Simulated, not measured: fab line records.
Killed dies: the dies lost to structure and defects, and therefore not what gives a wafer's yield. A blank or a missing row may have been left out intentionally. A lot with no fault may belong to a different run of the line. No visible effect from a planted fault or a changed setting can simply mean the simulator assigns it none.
A sampling plan put to the test ; flow sky130 ; one line in one fab, 15 faults in these records, each fault weighed on the records of the lots it struck
Plan = the line's own looks (route steps where a gauge or an inspection reads the wafer without altering it). Where struck wafers have a number at a look and the file lists that look's usual mean and standard deviation on fault-free wafers, the look can be judged. Caught: at a look after the fault's first step, the mean of the struck wafers lies 4 or more of those standard deviations (sigma) from the usual mean. On the tool: here the same test is run on the tool's own readings at the fault's steps. If the struck wafers alone have a blank record, or they carry another recipe, that too counts as caught.

## THE FAULTS, as the simulator had put them in
1. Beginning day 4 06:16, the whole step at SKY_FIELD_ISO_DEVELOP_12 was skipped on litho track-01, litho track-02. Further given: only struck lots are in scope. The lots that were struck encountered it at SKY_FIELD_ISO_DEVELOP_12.
2. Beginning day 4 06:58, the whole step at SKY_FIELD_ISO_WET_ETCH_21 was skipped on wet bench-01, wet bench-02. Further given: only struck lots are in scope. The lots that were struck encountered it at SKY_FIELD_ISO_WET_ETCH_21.
3. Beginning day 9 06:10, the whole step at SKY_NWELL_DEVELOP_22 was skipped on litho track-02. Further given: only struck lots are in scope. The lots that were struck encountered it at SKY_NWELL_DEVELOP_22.
4. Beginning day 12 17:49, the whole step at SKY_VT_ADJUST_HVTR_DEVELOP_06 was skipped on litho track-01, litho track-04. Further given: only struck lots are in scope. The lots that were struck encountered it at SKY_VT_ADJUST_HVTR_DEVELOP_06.
5. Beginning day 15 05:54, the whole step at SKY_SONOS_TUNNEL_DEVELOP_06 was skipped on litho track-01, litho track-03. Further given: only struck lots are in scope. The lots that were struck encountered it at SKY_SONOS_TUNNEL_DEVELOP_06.
6. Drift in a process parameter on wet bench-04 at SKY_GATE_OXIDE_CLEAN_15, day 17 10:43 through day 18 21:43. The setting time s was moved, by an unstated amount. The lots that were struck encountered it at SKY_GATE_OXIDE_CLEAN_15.
7. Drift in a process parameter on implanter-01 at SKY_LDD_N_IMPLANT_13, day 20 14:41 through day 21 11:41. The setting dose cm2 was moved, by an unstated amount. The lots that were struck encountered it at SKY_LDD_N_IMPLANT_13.
8. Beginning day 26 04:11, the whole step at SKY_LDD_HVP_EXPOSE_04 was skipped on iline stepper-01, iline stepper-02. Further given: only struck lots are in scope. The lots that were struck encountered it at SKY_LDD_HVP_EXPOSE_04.
9. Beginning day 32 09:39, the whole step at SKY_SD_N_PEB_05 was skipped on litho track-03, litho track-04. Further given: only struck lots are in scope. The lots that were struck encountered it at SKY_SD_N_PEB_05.
10. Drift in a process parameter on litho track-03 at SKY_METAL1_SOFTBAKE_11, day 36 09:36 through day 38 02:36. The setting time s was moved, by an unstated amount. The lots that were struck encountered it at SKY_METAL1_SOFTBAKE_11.
11. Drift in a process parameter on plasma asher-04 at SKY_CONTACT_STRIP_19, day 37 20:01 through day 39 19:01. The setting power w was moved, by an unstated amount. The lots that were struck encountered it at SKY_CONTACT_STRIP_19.
12. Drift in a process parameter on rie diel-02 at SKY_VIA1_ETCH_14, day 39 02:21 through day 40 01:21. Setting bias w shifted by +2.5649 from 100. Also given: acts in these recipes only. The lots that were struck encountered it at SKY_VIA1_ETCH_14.
13. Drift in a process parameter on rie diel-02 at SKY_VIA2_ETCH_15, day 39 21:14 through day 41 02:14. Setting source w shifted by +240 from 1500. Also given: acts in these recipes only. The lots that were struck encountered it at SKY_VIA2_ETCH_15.
14. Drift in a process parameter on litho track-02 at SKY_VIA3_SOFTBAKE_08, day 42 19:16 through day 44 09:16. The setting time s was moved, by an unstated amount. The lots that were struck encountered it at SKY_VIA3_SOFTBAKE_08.
15. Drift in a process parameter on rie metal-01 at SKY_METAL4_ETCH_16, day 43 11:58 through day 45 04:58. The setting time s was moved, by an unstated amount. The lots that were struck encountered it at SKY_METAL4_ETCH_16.

## WHAT THE PLAN SAW
fault;on the tool itself;first look that catches it;reading, sigma;median hours from its first step to that look;hours from the fault's start to the first struck lot there;judged looks passed uncaught
1;the tool's record is blank for the struck wafers;no look after it can be judged;-;-;-;0
2;the tool's record is blank for the struck wafers;not the one look that can be judged after it;-;-;-;1
3;the tool's record is blank for the struck wafers;no look after it can be judged;-;-;-;0
4;the tool's record is blank for the struck wafers;no look after it can be judged;-;-;-;0
5;the tool's record is blank for the struck wafers;no look after it can be judged;-;-;-;0
6;run length s +10 sigma;no look after it can be judged;-;-;-;0
7;dose ions cm2 -99 or beyond sigma;no look after it can be judged;-;-;-;0
8;no reading that can be judged;no look after it can be judged;-;-;-;0
9;no reading that can be judged;no look after it can be judged;-;-;-;0
10;run length s -20 sigma;no look after it can be judged;-;-;-;0
11;strip time to endpoint s -5.0 sigma;no look after it can be judged;-;-;-;0
12;bias w +8.9 sigma;no look after it can be judged;-;-;-;0
13;rf fwd power W +47 sigma;no look after it can be judged;-;-;-;0
14;run length s -21 sigma;no look after it can be judged;-;-;-;0
15;run length s -9.3 sigma;no look after it can be judged;-;-;-;0
Dash: fault not caught, or number not given in these records.

Caught at a look: 0 of 15. Caught on the tool: 13 of 15. By one or the other: 13 of 15.
Caught on the tool alone: faults 1, 2, 3, 4, 5, 6, 7, 10, 11, 12, 13, 14, 15.
Caught by neither: faults 8, 9.
